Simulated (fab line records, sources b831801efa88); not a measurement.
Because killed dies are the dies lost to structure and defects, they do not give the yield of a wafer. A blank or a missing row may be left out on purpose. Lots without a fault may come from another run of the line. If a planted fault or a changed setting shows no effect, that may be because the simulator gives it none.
Which tool did it? -- flow sky130 -- 7 lots, 21 wafers sampled, at 3 steps of a route of 708

WHAT EACH GAUGE READ, for each wafer
SKY_VIA3_OVL_MEAS_13.
lot,measured,on,VIA3_OVL (nm)
L595,day 40 16:39,overlay-02,0 3 5
L596,day 41 01:35,overlay-01,8 7 -3
L599,day 41 15:44,overlay-02,8 8 4
L602,day 42 10:05,overlay-02,-5 -3 7
L604,day 42 18:32,overlay-01,- - -
L613,day 45 10:28,overlay-01,-3 2 1
L615,day 45 17:11,overlay-01,3 6 11

WHAT TOOL EACH LOT RAN ON (gives the tool, then ch and the chambers of the sampled wafers, and finally the start)
lot,SKY_VIA3_CMP_02,SKY_VIA3_DEVELOP_11
L595,"cmp-01 ch 0,1,3, day 39 16:23","litho track-03 ch 0, day 40 16:00"
L596,"cmp-01 ch 1,3, day 40 01:06","litho track-04 ch 0, day 41 01:00"
L599,"cmp-01 ch 0,1,2, day 40 15:28","litho track-01 ch 0, day 41 15:00"
L602,"cmp-01 ch 0,1,3, day 41 10:01","litho track-01 ch 0, day 42 09:00"
L604,"cmp-02 ch 1,2,3, day 41 18:32","litho track-04, day 42 18:00"
L613,"cmp-02 ch 0,1,3, day 44 12:10","litho track-04 ch 0, day 45 10:00"
L615,"cmp-02 ch 1,2,3, day 44 18:26","litho track-04 ch 0, day 45 16:00"
- SKY_VIA3_CMP_02: polishes SiO2.
- SKY_VIA3_DEVELOP_11: develop time 60 s.

THE ANSWER, worked out from the rows above alone
Rule: the lots themselves supply what counts as usual. The widest of any qualifying gaps counts: lots, ordered by their means at a reading, are off when they make up no more than a third of the lots, leave a main group of 4 or more, and stand apart from it by 3 or more times the standard deviation of that group's means. A main group whose means are all the same, to the digits that the tables above print for the reading, isn't used. Also off: a lot with no number at a reading for which 4 or more lots have one. The other lots that the step has rows for count as sound.
Off: L604, seen at SKY_VIA3_OVL_MEAS_13 (VIA3_OVL). Without a number there: L604. The main group: mean 3 nm, standard deviation 2.8.
A tool fits if, at a process step before that reading, it ran every lot that is off, and no sound lot after the first of them. Those tools and the gauges at SKY_VIA3_OVL_MEAS_13 are tried in the same way. None of those tried fits.

WHAT THE SIMULATOR HAD PUT IN
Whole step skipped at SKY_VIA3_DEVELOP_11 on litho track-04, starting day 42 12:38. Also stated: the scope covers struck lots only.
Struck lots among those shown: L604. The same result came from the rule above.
